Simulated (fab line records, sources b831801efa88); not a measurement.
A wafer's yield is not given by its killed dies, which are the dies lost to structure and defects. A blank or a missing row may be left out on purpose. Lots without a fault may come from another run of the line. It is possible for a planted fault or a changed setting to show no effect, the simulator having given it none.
fab line records	flow sky130
record: lots: 6	wafers: 18	last_day: 50
route steps=708 shown METAL1@441 PAD_OPEN@708
lots untouched by any fault: they come from a run of this same line in which no faults occurred
start_h: hours from the record's first day to the start of the lot's first wafer shown	wait_h: how many hours have passed since the lot's step before this one	" repeats the value in the row above	L1.1+2: a single row standing in for several wafers	- no value, or no start was given	* or withheld: withheld	< > ~ a bound
route shown NAME@n: names a module that has steps shown in the file, with the first one's number in the route	usual: the fault-free wafers' mean and standard deviation	same: alike in all rows	chamber/n: place in a boat	sites: readings site by site	_std_site: standard deviation across them	_edge_site: the outer-site mean with the inner-site mean subtracted	radius_mm: for every site, how far away it sits from the centre of the wafer	mask NAME#n: copy n	behind: the last tool/chamber to shape the wafer	hold: why the lot was held/for how many hours/how that ended	device: transistor that didn't switch, given as n, p or np	end of line: tests of these same wafers at the route's end	for a step that has no rows: nothing shown but its recipe	killed: not the wafer's yield, but the dies lost to structure and defects at the first sort	map: a wafer's dies, marking killed ones x, the rest . and places with no die _
set.NAME: the run value of the setting; set.NAME@STEP: its run value at that earlier step	model.NAME: the simulator's own value behind a step, which no gauge read
certain route steps with their lots: each step a table, each wafer a row
services: when a tool's chamber went out of use (start_h, in hours from the record's first day, below 0 if earlier), for how many hours, and the reason
== steps ==
step: SKY_METAL1_DEHYDRATE_07
recipe: temp_c: 200	time_s: 60
step: SKY_METAL1_HMDS_08
recipe: prime_time_s: 60	prime_temp_c: 120
step: SKY_METAL1_COAT_09
recipe: resist: BARC	temp_c: withheld	time_s: withheld	spin_rpm: 3000	resist_thk_nm: 60
step: SKY_METAL1_COAT_10
recipe: resist: KrF-thick	spin_rpm: 3000	resist_thk_nm: 450
step: SKY_METAL1_SOFTBAKE_11
recipe: temp_c: 100	time_s: 90	resist: KrF-thick
step: SKY_METAL1_EXPOSE_12
recipe: mask_id: MM1	na: 0.8	source_shape: annular	sigma_inner: 0.55	sigma_outer: 0.85	target_cd_nm: 140	dose_mj: 28
step: SKY_METAL1_PEB_13
recipe: peb_temp_c: withheld	peb_time_s: withheld	resist: KrF-thick
step: SKY_METAL1_DEVELOP_14
recipe: develop_time_s: 60	resist: KrF-thick	dev_temp_c: 21
step: SKY_METAL1_CD_MEAS_15
recipe: target_cd_nm: 140
usual: cd_nm: 140.1/1.3
lot.wafer	tool	chamber	start_h	wait_h	cd_nm
L114.2	cd_sem-02	-	766.72	-	138.3
L114.4	"	-	"	"	138.7
L114.6	"	-	"	"	138.2
L122.1	cd_sem-02	-	830.33	-	141.0
L122.3	"	-	"	"	140.7
L122.6	"	-	"	"	141.6
L131.2	cd_sem-01	-	892.70	-	139.9
L131.3	"	-	"	"	139.0
L131.6	"	-	"	"	140.4
L133.2	cd_sem-02	-	909.34	-	140.1
L133.5	"	-	"	"	139.5
L133.6	"	-	"	"	140.0
L136.1	cd_sem-01	-	921.82	-	140.2
L136.2	"	-	"	"	140.2
L136.4	"	-	"	"	139.9
L137.1	cd_sem-02	-	931.82	-	141.0
L137.3	"	-	"	"	140.8
L137.6	"	-	"	"	141.3
step: SKY_METAL1_OVL_MEAS_16
usual: METAL1_OVL: 2/6
lot.wafer	tool	chamber	start_h	wait_h	METAL1_OVL[nm]
L114.2	overlay-01	-	766.82	0.1	1
L114.4	"	-	"	"	1
L114.6	"	-	"	"	0
L122.1	overlay-02	-	830.45	0.1	4
L122.3	"	-	"	"	10
L122.6	"	-	"	"	3
L131.2	overlay-01	-	892.81	0.1	15
L131.3	"	-	"	"	14
L131.6	"	-	"	"	4
L133.2	overlay-02	-	909.45	0.1	-3
L133.5	"	-	"	"	3
L133.6	"	-	"	"	-7
L136.1	overlay-02	-	921.94	0.1	-1
L136.2	"	-	"	"	3
L136.4	"	-	"	"	2
L137.1	overlay-01	-	931.94	0.1	-9
L137.3	"	-	"	"	-7
L137.6	"	-	"	"	-3
step: SKY_METAL1_DESCUM_17
recipe: chemistry: O2	source_power_w: 150	bias_power_w: 0	pressure_mtorr: 10	temp_c: 40	time_s: 8
usual: chamber_pressure_mTorr: 10.001/0.021	drypump_motor_current_A: 5.7/0.48	oes_product_au: 1.003/0.0094	rf_fwd_power_W: 147.5/0.72
same: bias_power_w: 0
lot.wafer	tool	chamber	start_h	wait_h	chamber_pressure_mTorr	drypump_motor_current_A	oes_product_au	rf_fwd_power_W	rf_hours_counter_h
L114.2	rie_metal-04	1	766.85	0.0	10.017	6.0	1.007	146.9	3
L114.4	"	0	"	"	10.009	5.2	1.001	148.0	-
L114.6	"	1	"	"	9.996	6.0	1.003	146.5	-
L122.1	rie_metal-04	1	830.49	0.0	10.019	6.0	1.001	146.8	6
L122.3	"	1	"	"	9.991	6.0	1.005	146.2	-
L122.6	"	1	"	"	10.000	6.0	0.995	146.5	-
L131.2	rie_metal-04	1	892.84	0.0	9.993	6.0	1.007	147.2	8
L131.3	"	1	"	"	9.998	6.0	1.011	147.4	-
L131.6	"	1	"	"	9.991	6.0	1.015	147.3	-
L133.2	rie_metal-04	0	909.48	0.0	10.007	5.2	1.010	148.2	13
L133.5	"	0	"	"	9.996	5.2	1.004	147.8	-
L133.6	"	1	"	"	9.992	6.0	1.001	146.8	-
L136.1	rie_metal-01	0	921.98	0.0	9.982	5.4	1.009	147.4	3
L136.2	"	1	"	"	9.985	5.3	0.995	146.2	11
L136.4	"	0	"	"	10.005	5.4	1.000	148.0	-
L137.1	rie_metal-03	0	931.98	0.0	10.001	6.6	1.013	147.8	13
L137.3	"	1	"	"	9.997	6.1	1.007	146.9	-
L137.6	"	0	"	"	10.012	6.5	1.008	148.2	-
step: SKY_METAL1_ETCH_18
recipe: chemistry: N2/H2	target: BARC	ion_energy_ev: 200	bias_w: 100	pressure_mtorr: 30	n2_flow_sccm: 100	h2_flow_sccm: 200	icp_w: 500	stop_on: SiO2	time_s: 45.9	target_depth_a: 600
usual: chamber_pressure_mTorr: 30.003/0.026	drypump_motor_current_A: 5.7/0.48	oes_product_au: 0.855/0.0044	rf_fwd_power_W: 495.7/1.7	throttle_valve_pct: 13.225/0.0097
lot.wafer	tool	chamber	start_h	wait_h	chamber_pressure_mTorr	drypump_motor_current_A	oes_product_au	rf_fwd_power_W	rf_hours_counter_h	throttle_valve_pct
L114.2	rie_metal-04	1	766.89	0.0	30.000	6.0	0.859	493.4	3	13.223
L114.4	"	0	"	"	29.959	5.2	0.856	495.2	-	13.221
L114.6	"	1	"	"	30.045	6.0	0.854	493.5	-	13.237
L122.1	rie_metal-04	1	830.53	0.0	30.005	6.0	0.857	493.0	6	13.212
L122.3	"	1	"	"	29.977	6.0	0.854	495.0	-	13.219
L122.6	"	1	"	"	30.005	6.0	0.857	493.4	-	13.214
L131.2	rie_metal-04	1	892.87	0.0	29.993	6.0	0.859	492.2	8	13.226
L131.3	"	1	"	"	29.989	6.0	0.862	494.4	-	13.229
L131.6	"	1	"	"	30.009	6.0	0.862	492.9	-	13.225
L133.2	rie_metal-04	0	909.51	0.0	30.003	5.2	0.854	498.0	13	13.222
L133.5	"	0	"	"	30.015	5.2	0.857	498.4	-	13.226
L133.6	"	1	"	"	30.011	6.0	0.860	493.4	-	13.235
L136.1	rie_metal-01	0	922.01	0.0	30.030	5.5	0.850	496.1	3	13.218
L136.2	"	1	"	"	30.001	5.2	0.856	496.2	11	13.230
L136.4	"	0	"	"	30.018	5.5	0.856	496.2	-	13.225
L137.1	rie_metal-03	0	932.01	0.0	30.012	6.5	0.849	496.5	13	13.221
L137.3	"	1	"	"	30.047	6.1	0.852	497.1	-	13.246
L137.6	"	0	"	"	30.010	6.6	0.848	496.4	-	13.218
step: SKY_METAL1_METAL_ETCH_19
recipe: target_depth_a: 3600	stop_on: SiO2	over_etch_frac: 0.3	time_s: 78	chemistry: Cl2/BCl3	resist_sidewall_deg: 88	pressure_mtorr: 10	icp_w: 900	bias_w: 48.5	Cl2_flow_sccm: 60	bcl3_flow_sccm: 30
usual: chamber_pressure_mTorr: 10.000/0.0091	drypump_motor_current_A: 5.7/0.48	oes_product_au: 0.855/0.006	over_etch_frac: 0.3/0	rf_fwd_power_W: 894.6/2.9	throttle_valve_pct: 22.264/0.0091
lot.wafer	tool	chamber	start_h	wait_h	chamber_pressure_mTorr	drypump_motor_current_A	oes_product_au	over_etch_frac	rf_fwd_power_W	rf_hours_counter_h	throttle_valve_pct	model.KrF-thick_of_METAL1_COAT_10.thk_nm
L114.2	rie_metal-04	1	766.95	0.0	9.980	6.0	0.854	0.3	892.8	3	22.268	159.7
L114.4	"	0	"	"	10.010	5.2	0.854	0.3	897.9	-	22.262	155.4
L114.6	"	1	"	"	9.999	6.0	0.858	0.3	892.0	-	22.286	157.1
L122.1	rie_metal-04	1	830.62	0.1	10.012	6.0	0.852	0.3	891.1	6	22.256	157.7
L122.3	"	1	"	"	10.001	6.0	0.856	0.3	895.7	-	22.269	157.7
L122.6	"	1	"	"	9.985	6.0	0.861	0.3	897.0	-	22.256	156.4
L131.2	rie_metal-04	1	892.94	0.0	10.000	6.0	0.904	0.19011	893.0	8	22.255	180.2
L131.3	"	1	"	"	9.996	6.0	0.892	0.19011	893.6	-	22.282	180.1
L131.6	"	1	"	"	9.994	6.0	0.893	0.19011	893.7	-	22.260	178.3
L133.2	rie_metal-04	0	909.57	0.0	9.998	5.2	0.903	0.19011	893.3	13	22.278	176.6
L133.5	"	0	"	"	9.995	5.2	0.895	0.19011	894.3	-	22.286	178.3
L133.6	"	1	"	"	10.002	6.0	0.900	0.19011	892.8	-	22.257	179.9
L136.1	rie_metal-01	0	922.07	0.0	10.011	5.4	0.856	0.3	893.8	3	22.259	158.6
L136.2	"	1	"	"	9.990	5.2	0.862	0.3	891.0	11	22.249	162.6
L136.4	"	0	"	"	9.999	5.4	0.860	0.3	896.1	-	22.271	158.8
L137.1	rie_metal-03	0	932.07	0.0	9.995	6.5	0.841	0.3	893.9	13	22.249	153.9
L137.3	"	1	"	"	10.005	6.0	0.856	0.3	894.7	-	22.267	153.2
L137.6	"	0	"	"	9.997	6.5	0.846	0.3	891.3	-	22.268	152.1
step: SKY_METAL1_STRIP_20
recipe: chemistry: O2/N2	power_w: 1400	pressure_mtorr: 1500	platen_temp_c: withheld	o2_flow_sccm: 3000	n2_flow_sccm: 300	overash_fraction: 0.5
usual: chamber_pressure_mTorr: 1500.0/1.5	drypump_motor_current_A: 5.9/0.61	oes_product_au: 0.343/0.0049	strip_time_to_endpoint_s: 2.69/0.043
lot.wafer	tool	chamber	start_h	wait_h	chamber_pressure_mTorr	drypump_motor_current_A	oes_product_au	rf_hours_counter_h	strip_time_to_endpoint_s
L114.2	plasma_asher-02	1	767.04	0.1	1500.9	6.5	0.347	93	2.70
L114.4	"	1	"	"	1500.4	6.5	0.333	-	2.67
L114.6	"	1	"	"	1499.4	6.5	0.346	-	2.66
L122.1	plasma_asher-04	0	830.74	0.1	1500.1	5.1	0.344	41	2.68
L122.3	"	0	"	"	1501.8	5.1	0.343	-	2.68
L122.6	"	1	"	"	1498.7	6.7	0.340	-	2.67
L131.2	plasma_asher-02	0	893.03	0.1	1502.7	5.8	0.359	105	2.94
L131.3	"	1	"	"	1501.3	6.5	0.346	-	2.93
L131.6	"	1	"	"	1503.0	6.5	0.353	-	2.90
L133.2	plasma_asher-04	0	909.66	0.1	1501.0	5.1	0.359	48	2.91
L133.5	"	1	"	"	1504.4	6.7	0.358	-	2.92
L133.6	"	0	"	"	1501.0	5.2	0.348	-	2.93
L136.1	plasma_asher-04	1	922.16	0.1	1501.5	6.7	0.340	49	2.67
L136.2	"	0	"	"	1497.7	5.1	0.340	49	2.72
L136.4	"	1	"	"	1500.5	6.7	0.340	-	2.70
L137.1	plasma_asher-03	1	932.16	0.1	1498.7	5.2	0.337	79	2.62
L137.3	"	0	"	"	1498.7	6.2	0.342	-	2.62
L137.6	"	1	"	"	1501.4	5.3	0.335	-	2.62
step: SKY_METAL1_STRIP_21
recipe: chemistry: post_etch_residue_remover	time_s: 1200	temp_c: 72.5
step: SKY_PAD_OPEN_PROBE_99
usual: defect_limited_yield: 82.4/2	killed_at_M0_to_M3: 44/7.4	killed_at_M4_up: 3.1/1.8	killed_at_contacts: 24/5.6	killed_at_front_end: 15/4.9	killed_at_other: 0.4/0.59	killed_dies: 87/9.8	killed_on_rim: 17/4	killed_open: 47/7.2	killed_short: 39/6.8	sort_bin_3_pad_short: 0.9/0.41	sort_bin_5_function: 10.3/1.6	sort_bin_6_memory: 6.5/1.1	sort_n_pass: 405/9.8	sort_yield_pct: 82.4/2
same: gross_dies: 492	killed_at_back_side: 0	sort_bin_4_leakage[%]: 0	sort_bin_8_speed[%]: 0
lot.wafer	tool	chamber	start_h	wait_h	defect_limited_yield[%]	killed_at_M0_to_M3	killed_at_M4_up	killed_at_contacts	killed_at_front_end	killed_at_other	killed_dies	killed_on_rim	killed_open	killed_short	sort_bin_3_pad_short[%]	sort_bin_5_function[%]	sort_bin_6_memory[%]	sort_n_pass	sort_yield_pct[%]
L114.2	prober-02	-	1078.50	0.1	78.0	43	7	31	27	0	108	26	64	44	1.4	13.0	7.5	384	78.0
L114.4	prober-02	-	1078.60	0.2	81.5	42	1	23	24	1	91	15	47	44	1.4	9.3	7.7	401	81.5
L114.6	prober-02	-	1078.70	0.2	85.0	42	2	20	10	0	74	22	48	26	0.6	8.3	6.1	418	85.0
L122.1	prober-01	-	1128.24	0.1	82.5	33	7	24	20	2	86	23	43	40	0.8	10.6	6.1	406	82.5
L122.3	prober-01	-	1128.34	0.2	80.5	48	1	32	14	1	96	22	52	43	1.4	12.4	5.7	396	80.5
L122.6	prober-01	-	1128.49	0.2	81.1	47	8	25	13	0	93	22	52	40	0.6	9.6	8.7	399	81.1
L131.2	prober-02	-	1173.59	0.1	81.5	49	3	27	12	0	91	14	55	36	0.2	10.6	7.7	401	81.5
L131.3	prober-02	-	1173.64	0.2	82.5	41	2	28	15	0	86	16	45	41	1.2	10.2	6.1	406	82.5
L131.6	prober-02	-	1173.79	0.2	86.2	25	6	21	16	0	68	17	42	26	1.0	6.9	5.9	424	86.2
L133.2	prober-02	-	1184.55	0.1	79.1	46	6	32	19	0	103	22	52	51	0.8	12.0	8.1	389	79.1
L133.5	prober-02	-	1184.70	0.2	84.6	39	0	23	14	0	76	17	41	35	0.8	8.5	6.1	416	84.6
L133.6	prober-02	-	1184.75	0.2	83.1	42	4	25	12	0	83	17	42	41	0.6	8.7	7.5	409	83.1
L136.1	prober-01	-	1190.82	0.1	79.9	49	7	28	15	0	99	19	57	42	0	12.4	7.7	393	79.9
L136.2	prober-01	-	1190.87	0.1	83.3	40	1	24	16	1	82	20	46	36	0.8	9.3	6.5	410	83.3
L136.4	prober-01	-	1190.97	0.2	81.5	43	2	24	22	0	91	19	48	43	0.6	11.2	6.7	401	81.5
L137.1	prober-01	-	1199.29	0.1	80.9	61	2	14	17	0	94	26	44	50	1.6	11.4	6.1	398	80.9
L137.3	prober-01	-	1199.39	0.2	84.3	39	1	26	10	1	77	16	41	36	0.6	9.1	5.9	415	84.3
L137.6	prober-01	-	1199.54	0.2	82.7	44	2	28	11	0	85	18	58	27	1.2	10.4	5.7	407	82.7
killed by level:class
L114.2 LI_CONTACT:geometric_particle:open=11 CONTACT:geometric_particle:open=10 FIELD_ISO:geometric_particle:open=9 VIA1:geometric_particle:open=8 VIA2:geometric_particle:open=6 CONTACT:geometric_particle:short=5 POLY_GATE:geometric_particle:short=5 POLY_GATE:geometric_particle:open=5
L114.4 LI_CONTACT:geometric_particle:open=11 VIA3:geometric_particle:open=8 FIELD_ISO:geometric_particle:short=7 POLY_GATE:geometric_particle:short=7 CONTACT:geometric_particle:open=7 VIA1:geometric_particle:short=6 METAL2:geometric_particle:short=6 VIA2:geometric_particle:open=5
L114.6 CONTACT:geometric_particle:open=12 VIA2:geometric_particle:open=11 VIA1:geometric_particle:open=9 METAL1:geometric_particle:short=5 LI_CONTACT:geometric_particle:open=4 VIA1:geometric_particle:short=4 VIA3:geometric_particle:open=4 FIELD_ISO:geometric_particle:open=3
L122.1 CONTACT:geometric_particle:open=12 VIA1:geometric_particle:open=7 METAL2:geometric_particle:short=5 METAL4:geometric_particle:short=5 FIELD_ISO:geometric_particle:short=4 POLY_GATE:geometric_particle:open=4 POLY_GATE:geometric_particle:short=4 LI_CONTACT:geometric_particle:open=4
L122.3 LI_CONTACT:geometric_particle:open=10 METAL2:geometric_particle:short=9 VIA3:geometric_particle:open=8 CONTACT:geometric_particle:open=7 VIA2:geometric_particle:open=6 VIA1:geometric_particle:open=6 METAL1:geometric_particle:short=6 LOCAL_INTERCONNECT:geometric_particle:short=5
L122.6 LI_CONTACT:geometric_particle:open=15 VIA1:geometric_particle:open=12 VIA2:geometric_particle:open=7 VIA2:geometric_particle:short=6 METAL4:geometric_particle:short=6 VIA1:geometric_particle:short=5 METAL2:geometric_particle:short=5 POLY_GATE:geometric_particle:open=4
L131.2 VIA3:geometric_particle:open=12 LI_CONTACT:geometric_particle:open=10 VIA1:geometric_particle:open=9 CONTACT:geometric_particle:open=8 VIA2:geometric_particle:open=6 FIELD_ISO:geometric_particle:short=5 VIA2:geometric_particle:short=5 LOCAL_INTERCONNECT:geometric_particle:short=4
L131.3 CONTACT:geometric_particle:open=12 VIA2:geometric_particle:open=10 VIA3:geometric_particle:open=7 METAL1:geometric_particle:short=6 LOCAL_INTERCONNECT:geometric_particle:short=5 CONTACT:geometric_particle:short=5 VIA1:geometric_particle:open=5 FIELD_ISO:geometric_particle:short=4
L131.6 CONTACT:geometric_particle:open=13 FIELD_ISO:geometric_particle:open=6 VIA1:geometric_particle:open=6 VIA3:geometric_particle:open=4 METAL4:geometric_particle:short=4 SPACER:geometric_particle:short=3 LOCAL_INTERCONNECT:geometric_particle:short=3 CONTACT:geometric_particle:short=3
L133.2 CONTACT:geometric_particle:open=11 VIA1:geometric_particle:open=9 VIA3:geometric_particle:open=9 METAL2:geometric_particle:short=8 LOCAL_INTERCONNECT:geometric_particle:short=7 FIELD_ISO:geometric_particle:open=6 CONTACT:geometric_particle:short=6 METAL4:geometric_particle:short=6
L133.5 CONTACT:geometric_particle:open=10 VIA1:geometric_particle:open=8 CONTACT:geometric_particle:short=6 METAL2:geometric_particle:short=6 VIA2:geometric_particle:open=6 FIELD_ISO:geometric_particle:short=5 POLY_GATE:geometric_particle:short=5 LI_CONTACT:geometric_particle:open=5
L133.6 METAL1:geometric_particle:short=11 VIA1:geometric_particle:open=11 LI_CONTACT:geometric_particle:open=8 CONTACT:geometric_particle:short=8 CONTACT:geometric_particle:open=6 VIA3:geometric_particle:open=5 FIELD_ISO:geometric_particle:open=4 METAL2:geometric_particle:short=4
L136.1 VIA1:geometric_particle:open=12 LI_CONTACT:geometric_particle:open=11 METAL1:geometric_particle:short=6 VIA3:geometric_particle:open=6 VIA2:geometric_particle:open=6 CONTACT:geometric_particle:open=5 FIELD_ISO:geometric_particle:short=4 LOCAL_INTERCONNECT:geometric_particle:short=4
L136.2 LI_CONTACT:geometric_particle:open=12 VIA2:geometric_particle:open=8 CONTACT:geometric_particle:open=6 METAL1:geometric_particle:short=5 SPACER:geometric_particle:short=5 VIA1:geometric_particle:open=5 VIA2:geometric_particle:short=5 POLY_GATE:geometric_particle:open=4
L136.4 VIA1:geometric_particle:open=13 VIA2:geometric_particle:open=8 FIELD_ISO:geometric_particle:short=7 CONTACT:geometric_particle:open=6 VIA1:geometric_particle:short=6 VIA3:geometric_particle:open=6 LI_CONTACT:geometric_particle:short=5 LI_CONTACT:geometric_particle:open=5
L137.1 VIA1:geometric_particle:open=14 VIA1:geometric_particle:short=12 METAL1:geometric_particle:short=10 VIA3:geometric_particle:open=8 CONTACT:geometric_particle:open=5 VIA2:geometric_particle:open=5 FIELD_ISO:geometric_particle:open=4 FIELD_ISO:geometric_particle:short=4
L137.3 CONTACT:geometric_particle:open=11 VIA1:geometric_particle:open=6 VIA2:geometric_particle:open=6 CONTACT:geometric_particle:short=5 LI_CONTACT:geometric_particle:open=5 VIA1:geometric_particle:short=5 VIA3:geometric_particle:open=4 METAL1:geometric_particle:short=4
L137.6 VIA1:geometric_particle:open=15 CONTACT:geometric_particle:open=11 LI_CONTACT:geometric_particle:open=8 LOCAL_INTERCONNECT:geometric_particle:short=5 METAL2:geometric_particle:short=5 VIA2:geometric_particle:open=5 VIA3:geometric_particle:open=5 CONTACT:geometric_particle:short=4
== services ==
tool	chamber	start_h	hours	kind
plasma_asher-03	-	800.64	3.2	repair
rie_metal-03	-	808.00	0.1	repair
plasma_asher-03	-	817.15	0.5	repair
rie_metal-01	0	844.13	-	clean
rie_metal-01	0	844.13	19.7	scheduled_down
rie_metal-01	0	844.13	19.7	vent_cycle
plasma_asher-04	-	910.51	2.9	repair
plasma_asher-03	-	929.29	0.7	repair
== key ==
first_sign: step: SKY_METAL1_METAL_ETCH_19	reading: over_etch_frac	direction: down	sigmas: 99+	usual: 0.3	struck: 0.19011
effect: step: SKY_METAL1_METAL_ETCH_19	reading: oes_product_au	direction: up	sigmas: 7.2	usual: 0.855	struck: 0.898
effect: step: SKY_METAL1_STRIP_20	reading: strip_time_to_endpoint_s	direction: up	sigmas: 5.3	usual: *	struck: *
model_effect: step: SKY_METAL1_METAL_ETCH_19	value: KrF-thick_of_METAL1_COAT_10.thk_nm	without: 159.2	struck: 178.9
met_at SKY_METAL1_METAL_ETCH_19
struck_wafers L131.2,L131.3,L131.6,L133.2,L133.5,L133.6
onset_between 830.62 892.94
fault: kind: process_parameter_drift	tool: rie_metal-04	chamber: -	onset_h: 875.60	steps: SKY_METAL1_METAL_ETCH_19	channel: over_etch_frac	offset: -0.10989	shape: step	end_h: 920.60	acts_in: these_recipes_only	stated: 0.3
